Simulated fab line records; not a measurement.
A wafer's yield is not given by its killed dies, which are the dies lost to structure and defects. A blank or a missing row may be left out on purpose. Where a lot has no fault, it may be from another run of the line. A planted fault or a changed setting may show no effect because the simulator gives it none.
A lot that was struck, set against a sound lot + flow sfq_line + 42 out of 325 route steps
Sound: the wafers L310.1, L310.3, L310.5. The struck wafers were L298.4, L298.5, L298.6. At the end, the cause is stated.
At each step with rows: each side's tool, then ch and its chambers, then its first start. Under that, the readings that differ: sound wafers + struck wafers + difference of the means + sigmas: that difference in standard deviations of wafers without a fault.
alike: same words and numbers on both sides, and readings whose means sit less than 2 such deviations apart. not compared: any withheld reading, any reading some wafer has no value for, any bound like >300 that may hide the same value, and any number with overlapping values for which the record gives no deviation.
Wherever a step has rows on one side only, a row that says differs or no value, or a row with sigmas, the two part there. Numbers that have no deviation but don't overlap get no sigmas and don't part them. Lack of a reading on every wafer of one side parts them only where that side has two or more wafers.

first, 6 steps without rows for these wafers: SFQ_TRILAYER_M6_LITHO_COAT_164 (resist thk 62 nm); SFQ_TRILAYER_M6_LITHO_COAT_159 (resist thk 600 nm); SFQ_TRILAYER_M6_LITHO_SOFTBAKE_163; SFQ_TRILAYER_M6_LITHO_EXPOSE_160 (exposes mask M6, target cd 500 nm); SFQ_TRILAYER_M6_LITHO_PEB_162 (peb time 60 s); SFQ_TRILAYER_M6_LITHO_DEVELOP_161 (time 60 s).
SFQ_M6_OVL_MEAS_940:
  sound on overlay-01 at day 79 23:58; struck on overlay-02 at day 75 20:21
  alike: M6_OVL
SFQ_TRILAYER_M6_BARC_OPEN_METAL_ETCH_206: etches BARC in O2, target depth 125 nm, time 41.7 s.
  sound on rie_metal-01 ch 0,1, day 80 00:00; struck on rie_metal-03 ch 0,1, day 75 20:23
| reading                     | sound       | struck      | difference | sigmas |
|-----------------------------|-------------|-------------|------------|--------|
| drypump_motor_current_A (A) | 5.6 5.4 5.4 | 6.4 6.4 6.1 | +0.8       | +2     |
  alike: oes_product_au
  not compared: rf_hours_counter_h
then, 3 steps without rows for these wafers: SFQ_TRILAYER_M6_ETCH_METAL_ETCH_162 (etches Nb in Cl2/Ar, stops on SiO2, target depth 240 nm, time 120 s); SFQ_TRILAYER_M6_STRIP_STRIP_163 (strips in O2); SFQ_TRILAYER_M6_STRIP_SOLV_CLEAN_164 (cleans in NMP, time 600 s).
SFQ_TRILAYER_I6_DEP_PECVD_165: deposits SiO2 from SiH4/N2O, time 111.11 s, target thk 500 nm.
  sound on pecvd-03 ch 0,1,2, day 80 00:58; struck on pecvd-02 ch 0,1,2, day 75 21:22
  alike: heater_power_w, throttle_valve_pct
  not compared: since_wet_clean_h
SFQ_TRILAYER_I6_CMP_CMP_166: polishes SiO2.
  sound on cmp-01 ch 0,2,3, day 80 01:32; struck on cmp-02 ch 1,2, day 75 21:54
  no value came back on the struck wafers for edge_zone_pressure_frac, head_pressure_psi (psi), motor_current_A (A), time_to_endpoint_s (s); on the sound wafers edge_zone_pressure_frac reads 0.994 1.003 1.003
| reading                                             | sound             | struck          | difference | sigmas |
|-----------------------------------------------------|-------------------|-----------------|------------|--------|
| model.SiO2_of_TRILAYER_I6_DEP_PECVD_165.thk_nm (nm) | 198.7 199.3 199.3 | 502.4 503 500.4 | +302.8     |        |
SFQ_I6_BOW_MEAS_941:
  sound on film_metro-01 at day 80 04:02; struck on film_metro-02 at day 76 00:28
  alike: I6_BOW
SFQ_TRILAYER_I6_METRO_MEASURE_167:
  sound on film_metro-01 at day 80 04:10; struck on film_metro-02 at day 76 01:07
| reading     | sound             | struck            | difference | sigmas      |
|-------------|-------------------|-------------------|------------|-------------|
| thk_nm (nm) | 198.7 199.4 199.1 | 502.2 503.1 500.6 | +302.9     | +99 or more |
then, 6 steps without rows for these wafers: SFQ_TRILAYER_I6_VIA_LITHO_COAT_174 (resist thk 62 nm); SFQ_TRILAYER_I6_VIA_LITHO_COAT_169 (resist thk 650 nm); SFQ_TRILAYER_I6_VIA_LITHO_SOFTBAKE_173; SFQ_TRILAYER_I6_VIA_LITHO_EXPOSE_170 (exposes mask I6, target cd 700 nm); SFQ_TRILAYER_I6_VIA_LITHO_PEB_172 (peb time 60 s); SFQ_TRILAYER_I6_VIA_LITHO_DEVELOP_171 (time 60 s).
-- the record jumps here: 4 days lie between the struck wafers' starts before and after --
SFQ_I6_OVL_MEAS_942:
  sound on overlay-01 at day 83 20:52; struck on overlay-02 at day 80 08:53
  alike: I6_OVL
then, 1 step without rows for these wafers: SFQ_TRILAYER_I6_VIA_BARC_OPEN_VIA_ETCH_235 (etches BARC in O2, target depth 125 nm, time 41.7 s).
SFQ_TRILAYER_I6_VIA_ETCH_VIA_ETCH_172: etches SiO2 in CHF3, stops on Nb, target depth 260 nm.
  sound on rie_diel-03 ch 0,1,2, day 83 20:56; struck on rie_diel-01 ch 0,1, day 80 08:56
| reading                        | sound             | struck            | difference | sigmas      |
|--------------------------------|-------------------|-------------------|------------|-------------|
| oes_product_au (a.u.)          | 0.860 0.851 0.853 | 1.618 1.632 1.628 | +0.771     | +99 or more |
| model.etch.depth_nm (nm)       | 198.7 199.3 199.3 | 260.1 261.3 261.4 | +61.8      |             |
| model.I6.feature_depth_nm (nm) | 198.7 199.3 199.3 | 260.1 261.3 261.4 | +61.8      |             |
  alike: drypump_motor_current_A
then, 2 steps without rows for these wafers: SFQ_TRILAYER_I6_VIA_STRIP_STRIP_173 (strips in O2); SFQ_TRILAYER_I6_VIA_STRIP_SOLV_CLEAN_174 (cleans in NMP, time 600 s).
SFQ_TRILAYER_M7_DEP_PRE_CLEAN_176: time 22.5 s.
  sound on pvd_sputter-06 at day 83 21:49; struck on pvd_sputter-05 at day 80 09:49
| reading                                             | sound             | struck            | difference | sigmas |
|-----------------------------------------------------|-------------------|-------------------|------------|--------|
| model.SiO2_of_TRILAYER_I6_DEP_PECVD_165.thk_nm (nm) | 191.2 191.8 191.8 | 494.9 495.5 492.9 | +302.8     |        |
SFQ_TRILAYER_M7_DEP_SPUTTER_175: material Nb, target thk 200 nm, time 133.3 s.
  sound on pvd_sputter-06 at day 83 21:51; struck on pvd_sputter-05 at day 80 09:51
  alike: throttle_valve_pct
SFQ_M7_RS_MEAS_943: measures by four-point-probe.
  sound on film_metro-04 at day 83 21:56; struck on film_metro-04 at day 80 10:00
| reading           | sound             | struck            | difference | sigmas |
|-------------------|-------------------|-------------------|------------|--------|
| M7_NB_RS (ohm/sq) | 0.867 0.874 0.869 | 0.897 0.889 0.901 | +0.026     | +2     |
then, 6 steps without rows for these wafers: SFQ_TRILAYER_M7_LITHO_COAT_182 (resist thk 62 nm); SFQ_TRILAYER_M7_LITHO_COAT_177 (resist thk 600 nm); SFQ_TRILAYER_M7_LITHO_SOFTBAKE_181; SFQ_TRILAYER_M7_LITHO_EXPOSE_178 (exposes mask M7, target cd 500 nm); SFQ_TRILAYER_M7_LITHO_PEB_180 (peb time 60 s); SFQ_TRILAYER_M7_LITHO_DEVELOP_179 (time 60 s).
SFQ_M7_OVL_MEAS_945:
  sound on overlay-02 at day 84 02:34; struck on overlay-01 at day 80 17:59
  alike: M7_OVL
then, 2 steps without rows for these wafers: SFQ_TRILAYER_M7_BARC_OPEN_METAL_ETCH_229 (etches BARC in O2, target depth 125 nm, time 41.7 s); SFQ_TRILAYER_M7_ETCH_METAL_ETCH_180 (etches Nb in Cl2/Ar, stops on SiO2, target depth 240 nm, time 120 s).
SFQ_TRILAYER_M7_STRIP_STRIP_181: strips in O2.
  sound on rie_metal-03 ch 1, day 84 02:47; struck on rie_metal-02 ch 0,1, day 80 18:23
| reading               | sound             | struck            | difference | sigmas |
|-----------------------|-------------------|-------------------|------------|--------|
| oes_product_au (a.u.) | 1.011 1.011 1.020 | 0.989 1.008 0.992 | -0.018     | -2     |
  alike: drypump_motor_current_A
  not compared: rf_hours_counter_h
then, 1 step without rows for these wafers: SFQ_TRILAYER_M7_STRIP_SOLV_CLEAN_182 (cleans in NMP, time 600 s).
SFQ_TRILAYER_I7_DEP_PECVD_183: deposits SiO2 from SiH4/N2O, time 111.11 s, target thk 500 nm.
  sound on pecvd-01 ch 0,2, day 84 03:34; struck on pecvd-02 ch 0,1,2, day 80 19:00
  alike: heater_power_w, throttle_valve_pct
  not compared: since_wet_clean_h
-- the record jumps here: 8 days lie between the struck wafers' starts before and after --
SFQ_M8_BOW_MEAS_951:
  sound on film_metro-01 at day 91 15:07; struck on film_metro-04 at day 88 20:16
| reading                 | sound             | struck            | difference | sigmas |
|-------------------------|-------------------|-------------------|------------|--------|
| model.etest.i6.link_ohm | 1.862 1.863 1.857 | 1e+06 1e+06 1e+06 | +1e+06     |        |
  alike: M8_BOW

## WHERE THEY PART
At SFQ_TRILAYER_M6_BARC_OPEN_METAL_ETCH_206 first; at SFQ_TRILAYER_M7_STRIP_STRIP_181 last (within this record only). Later steps at which nothing parts them and some readings are alike: SFQ_TRILAYER_I7_DEP_PECVD_183, SFQ_M8_BOW_MEAS_951.

WHY: what the simulator had put in
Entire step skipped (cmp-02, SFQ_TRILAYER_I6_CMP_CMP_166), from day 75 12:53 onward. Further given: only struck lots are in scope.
